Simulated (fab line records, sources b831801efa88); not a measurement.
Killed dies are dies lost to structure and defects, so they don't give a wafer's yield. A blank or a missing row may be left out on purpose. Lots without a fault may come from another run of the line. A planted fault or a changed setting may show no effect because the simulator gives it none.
fab line records | flow sky130 | part 2 of 2: steps 29 to 37 of 37
record lots=5 wafers=15 last_day=48
route steps=708 shown LDD_HVN@273 LDD_HVP@278 LDD_LDN@289 SPACER@304 POLY_CUT@307
lots that met no fault: from a run of the same line without faults
start_h: hours from the record's first day to the start of the lot's first wafer shown | wait_h: hours since the lot's step before | " the same as in the row above | L1.1+2: a row that stands for several wafers | - no value, or no start given | * or withheld: withheld | < > ~ a bound
route shown NAME@n: a module of which the file shows steps, and the number in the route of the first | usual: mean/standard deviation of fault-free wafers | same: alike in all rows | chamber/n: place in a boat | sites: the reading at each site | _std_site: their standard deviation | _edge_site: outer sites' mean less inner sites' | radius_mm: how far each site lies from the wafer's centre | mask NAME#n: copy n | behind: the tool/chamber that last shaped the wafer | hold: why the lot was held/for how many hours/how that ended | device: the transistor (n, p or np) that didn't switch | end of line: the same wafers' tests at the end of the route | a step without rows: its recipe alone | killed: dies lost to structure and defects at the first sort, not the wafer's yield | map: a wafer's dies, x killed, . not, _ none there
set.NAME: the setting as run; set.NAME@STEP: as run at that earlier step | model.NAME: the simulator's own value behind a step, which no gauge read
lots at some steps of the route; a table a step, a row a wafer
services: from which hour (start_h, from the record's first day; less than 0 if before it) a tool's chamber was out of use, for how many hours, and why
## steps
# step SKY_LDD_LDN_STRIP_12
# recipe chemistry=O2/N2 power_w=1400 pressure_mtorr=1500 platen_temp_c=withheld o2_flow_sccm=3000 n2_flow_sccm=300 overash_fraction=0.5
# usual drypump_motor_current_A=5.8/0.51 oes_product_au=0.716/0.004 strip_time_to_endpoint_s=14.17/0.044
# columns lot.wafer tool chamber start_h wait_h drypump_motor_current_A oes_product_au rf_hours_counter_h strip_time_to_endpoint_s
L074.1 plasma_asher-04 0 547.74 0.1 5.7 0.718 72 14.21
L074.2 " 1 " " 6.0 0.718 72 14.20
L074.6 " 1 " " 6.0 0.713 - 14.19
L075.1 plasma_asher-03 1 553.71 0.1 6.3 0.717 44 14.17
L075.4 " 0 " " 4.9 0.723 - 14.19
L075.6 " 0 " " 4.9 0.711 - 14.17
L082.2 plasma_asher-04 1 608.70 0.1 6.0 0.714 78 14.24
L082.3 " 0 " " 5.8 0.714 - 14.23
L082.4 " 1 " " 6.0 0.715 - 14.23
L084.1 plasma_asher-01 1 620.05 0.1 5.6 0.712 92 14.22
L084.2 " 0 " " 6.4 0.712 92 14.27
L084.5 " 0 " " 6.4 0.715 - 14.17
L085.4 plasma_asher-03 0 627.03 0.1 4.9 0.713 - 14.17
L085.5 " 1 " " 6.4 0.712 - 14.14
L085.6 " 0 " " 4.8 0.712 - 14.17
# step SKY_LDD_LDN_TW_MEAS_13
# usual LDD_LDN_TW=1485/9.5
# columns lot.wafer tool chamber start_h wait_h LDD_LDN_TW
L074.1 film_metro-03 - 547.84 0.1 1486
L074.2 " - " " 1487
L074.6 " - " " 1482
L075.1 film_metro-01 - 553.81 0.1 1498
L075.4 " - " " 1495
L075.6 " - " " 1496
L082.2 film_metro-04 - 608.81 0.1 1478
L082.3 " - " " 1477
L082.4 " - " " 1490
L084.1 film_metro-03 - 620.15 0.1 1488
L084.2 " - " " 1485
L084.5 " - " " 1484
L085.4 film_metro-04 - 627.13 0.1 1471
L085.5 " - " " 1474
L085.6 " - " " 1473
# step SKY_LDD_LDN_CLEAN_14
# recipe chemistry=SC1/SC2 mix=1:4:20 temp_c=70 time_s=150 dry=n2_spin
# columns lot.wafer tool chamber start_h wait_h
L074.1+2+6 wet_bench-03 0 547.90 0.1
L075.1+4+6 wet_bench-02 2 553.87 0.1
L082.2+3+4 wet_bench-02 0 608.86 0.0
L084.1+2+5 wet_bench-02 3 620.21 0.1
L085.4+5+6 wet_bench-02 1 627.16 0.0
# step SKY_SPACER_CVD_00
# recipe material=Si3N4 precursor=DCS/NH3 target_thk_nm=43.1 temp_c=770 time_s=740 pressure_mtorr=250
# usual pressure_mtorr=250.0/0.48 spike_tc_bottom_C=789.1/1.6 zone_power_top_pct=29.7/1.5 zone_power_upper_pct=13.2/1.8
# columns lot.wafer tool chamber start_h wait_h pressure_mtorr spike_tc_bottom_C zone_power_top_pct zone_power_upper_pct
L074.1 lpcvd-02 0 547.95 0.0 250.7 788.5 30.8 14.7
L074.2 " 0 " " 249.5 786.6 30.8 14.7
L074.6 " 0 " " 250.4 789.5 30.4 14.8
L075.1 lpcvd-02 0 553.93 0.0 249.4 789.2 30.8 14.7
L075.4 " 0 " " 249.0 787.5 30.8 14.7
L075.6 " 0 " " 250.2 786.5 31.0 15.0
L082.2 lpcvd-02 0 608.91 0.0 250.4 788.9 30.7 14.8
L082.3 " 0 " " 250.2 788.9 31.0 14.6
L082.4 " 0 " " 250.1 788.4 30.9 14.7
L084.1 lpcvd-02 0 620.75 0.5 250.3 788.0 31.1 14.6
L084.2 " 0 " " 250.4 787.7 31.2 14.7
L084.5 " 0 " " 250.2 787.0 30.9 14.9
L085.4 lpcvd-02 0 627.21 0.0 250.2 786.4 30.7 14.8
L085.5 " 0 " " 249.1 787.4 30.7 15.0
L085.6 " 0 " " 250.0 789.4 31.3 14.8
# step SKY_SPACER_THK_MEAS_01
# recipe reads=Si3N4_of_SPACER_CVD_00
# usual SPACER_CVD_00_THK=43.3/0.4
# columns lot.wafer tool chamber start_h wait_h SPACER_CVD_00_THK[nm]
L074.1 film_metro-04 - 549.15 0.0 43.3
L074.2 " - " " 43.1
L074.6 " - " " 42.9
L075.1 film_metro-02 - 555.13 0.0 43.3
L075.4 " - " " 43.2
L075.6 " - " " 43.6
L082.2 film_metro-03 - 610.13 0.0 43.1
L082.3 " - " " 43.2
L082.4 " - " " 43.3
L084.1 film_metro-03 - 621.95 0.0 43.8
L084.2 " - " " 43.7
L084.5 " - " " 43.7
L085.4 film_metro-03 - 628.44 0.0 44.3
L085.5 " - " " 44.0
L085.6 " - " " 43.8
# step SKY_SPACER_ETCHBACK_02
# recipe chemistry=CH3F/O2 target=Si3N4 stop_on=SiO2 source_w=400 bias_w=80 pressure_mtorr=25 ch3f_flow_sccm=40 O2_flow_sccm=30 time_s=46.7 target_depth_a=450
# usual ch3f_flow_sccm=40.01/0.12 drypump_motor_current_A=5.8/0.49 oes_product_au=0.857/0.0066 throttle_valve_pct=10.562/0.0091
# columns lot.wafer tool chamber start_h wait_h ch3f_flow_sccm drypump_motor_current_A oes_product_au rf_hours_counter_h throttle_valve_pct
L074.1 rie_diel-02 1 549.21 0.1 40.08 5.3 0.861 1 10.545
L074.2 " 2 " " 39.80 5.5 0.853 10 10.576
L074.6 " 1 " " 40.07 5.2 0.854 - 10.564
L075.1 rie_diel-04 1 555.19 0.1 39.85 5.7 0.856 61 10.557
L075.4 " 3 " " 39.77 6.1 0.852 21 10.569
L075.6 " 3 " " 39.69 6.1 0.851 - 10.564
L082.2 rie_diel-04 3 610.18 0.0 40.05 6.2 0.852 22 10.553
L082.3 " 1 " " 39.82 5.7 0.858 62 10.564
L082.4 " 2 " " 39.96 6.3 0.851 8 10.544
L084.1 rie_diel-02 0 622.01 0.1 40.02 6.5 0.863 17 10.564
L084.2 " 1 " " 39.94 5.3 0.857 2 10.552
L084.5 " 3 " " 39.88 5.2 0.867 - 10.553
L085.4 rie_diel-04 3 628.47 0.0 39.89 6.2 0.875 22 10.572
L085.5 " 3 " " 39.86 6.1 0.869 - 10.572
L085.6 " 0 " " 40.01 5.1 0.860 - 10.566
# step SKY_POLY_CUT_DEHYDRATE_00
# recipe temp_c=200 time_s=60
# usual chill_plate_temp_C=23.00/0.1
# columns lot.wafer tool chamber start_h wait_h chill_plate_temp_C
L074.1 litho_track-03 0 563.54 14.3 23.11
L074.2 " 0 " " 22.87
L074.6 " 0 " " 23.09
L075.1 litho_track-02 0 569.36 14.1 23.07
L075.4 " 0 " " 23.05
L075.6 " 0 " " 23.05
L082.2 litho_track-03 0 623.96 13.8 22.97
L082.3 " 0 " " 23.07
L082.4 " 0 " " 23.15
L084.1 litho_track-02 0 635.71 13.7 23.02
L084.2 " 0 " " 22.92
L084.5 " 0 " " 23.07
L085.4 litho_track-03 0 642.31 13.8 23.04
L085.5 " 0 " " 23.10
L085.6 " 0 " " 23.00
# step SKY_POLY_CUT_HMDS_01
# recipe prime_time_s=60 prime_temp_c=120
# usual chill_plate_temp_C=23.01/0.084
# columns lot.wafer tool chamber start_h wait_h chill_plate_temp_C
L074.1 litho_track-03 0 563.69 0.1 22.91
L074.2 " 0 " " 23.02
L074.6 " 0 " " 22.99
L075.1 litho_track-02 0 569.51 0.1 23.13
L075.4 " 0 " " 23.15
L075.6 " 0 " " 22.93
L082.2 litho_track-03 0 624.11 0.1 23.05
L082.3 " 0 " " 23.00
L082.4 " 0 " " 23.00
L084.1 litho_track-02 0 635.86 0.1 23.11
L084.2 " 0 " " 22.79
L084.5 " 0 " " 22.99
L085.4 litho_track-03 0 642.46 0.1 23.03
L085.5 " 0 " " 23.05
L085.6 " 0 " " 23.02
# step SKY_POLY_CUT_COAT_02
# recipe resist=BARC temp_c=withheld time_s=withheld spin_rpm=3000 resist_thk_nm=60
# usual chill_plate_temp_C=*
# columns lot.wafer tool chamber start_h wait_h chill_plate_temp_C
L074.1 litho_track-03 0 563.84 0.1 *
L074.2 " 0 " " *
L074.6 " 0 " " *
L075.1 litho_track-02 0 569.66 0.1 *
L075.4 " 0 " " *
L075.6 " 0 " " *
L082.2 litho_track-03 0 624.26 0.1 *
L082.3 " 0 " " *
L082.4 " 0 " " *
L084.1 litho_track-02 0 636.01 0.1 *
L084.2 " 0 " " *
L084.5 " 0 " " *
L085.4 litho_track-03 0 642.61 0.1 *
L085.5 " 0 " " *
L085.6 " 0 " " *
## services
# columns tool chamber start_h hours kind
implanter-03 - 464.61 3.1 repair
implanter-03 - 471.17 1.7 repair
implanter-03 - 483.66 3.3 repair
plasma_asher-02 - 498.19 2.2 repair
implanter-01 - 502.54 2.8 repair
implanter-03 - 516.53 7.6 repair
iline_stepper-02 - 524.31 1.7 pm
iline_stepper-01 - 529.61 3.6 repair
implanter-02 - 538.73 4.0 pm
implanter-03 - 543.95 2.1 repair
wet_bench-03 - 549.09 1.6 repair
implanter-01 - 552.13 5.5 repair
lpcvd-02 - 562.02 1.9 repair
plasma_asher-03 - 585.74 2.3 repair
plasma_asher-02 - 592.44 2.4 repair
implanter-03 - 592.85 2.5 repair
iline_stepper-01 - 600.91 2.1 pm
implanter-04 - 602.23 4.7 repair
iline_stepper-01 - 605.43 1.7 pm
implanter-02 - 606.63 3.0 pm
implanter-02 - 628.73 2.1 repair
plasma_asher-03 - 631.27 15.2 pm
rie_diel-02 - 631.89 0.5 repair
lpcvd-02 - 637.73 6.1 pm
